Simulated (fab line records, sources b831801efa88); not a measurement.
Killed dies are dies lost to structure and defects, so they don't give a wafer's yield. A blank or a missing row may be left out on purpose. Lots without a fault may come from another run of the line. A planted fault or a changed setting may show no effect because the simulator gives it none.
Which tool did it? | flow gf180mcu | 6 lots, 18 wafers sampled, at 2 steps of a route of 602

WHAT THE GAUGES READ, wafer by wafer
GF_STI_THK_MEAS_04.
lot  | measured    | on            | STI_CVD_03_THK (nm)
L582 | day 1 18:46 | film_metro-02 | 206.4 205.3 207.0
L591 | day 3 11:49 | film_metro-02 | 205.6 205.3 204.1
L594 | day 4 07:54 | film_metro-02 | 413.1 417.1 415.6 412.9 416.9 415.6
L598 | day 4 21:38 | film_metro-02 | 206.9 206.7 205.8
L600 | day 5 07:45 | film_metro-04 | 204.1 204.6 203.0
L604 | day 6 06:04 | film_metro-03 | 208.1 208.9 208.5

WHICH TOOL RAN EACH LOT (tool, then ch and the chambers of the sampled wafers, then the start)
lot  | GF_STI_CVD_03
L582 | lpcvd-01 ch 1, day 1 16:46
L591 | lpcvd-02 ch 0, day 3 09:50
L594 | lpcvd-01 ch 0, day 4 03:46
L598 | lpcvd-02 ch 1, day 4 19:38
L600 | lpcvd-01 ch 1, day 5 05:44
L604 | lpcvd-02 ch 0, day 6 04:04
- GF_STI_CVD_03: deposits Si3N4 from DCS/NH3, target thk 207.16 nm, time 3551 s.

THE ANSWER, worked out from the rows above alone
Rule: what is usual is taken from the lots themselves. Put in order of their means at a reading, lots are off if they are a third of the lots or fewer, leave a main group of 4 or more, and stand apart from it by a gap of 3 or more times the standard deviation of the main group's means; of several such gaps the widest counts. A main group whose means are all the same, to the digits that the tables above print for the reading, isn't used. A lot without any number at a reading at which 4 lots or more have one is off too. The other lots that the step has rows for count as sound.
Off: L594, at GF_STI_THK_MEAS_04 (STI_CVD_03_THK). The main group: mean 206.0 nm, standard deviation 1.5.
A tool fits if, at a process step before that reading, it ran every lot that is off, and no sound lot after the first of them. The gauges at GF_STI_THK_MEAS_04 are tried like those tools. None of those tried fits.

WHAT THE SIMULATOR HAD PUT IN
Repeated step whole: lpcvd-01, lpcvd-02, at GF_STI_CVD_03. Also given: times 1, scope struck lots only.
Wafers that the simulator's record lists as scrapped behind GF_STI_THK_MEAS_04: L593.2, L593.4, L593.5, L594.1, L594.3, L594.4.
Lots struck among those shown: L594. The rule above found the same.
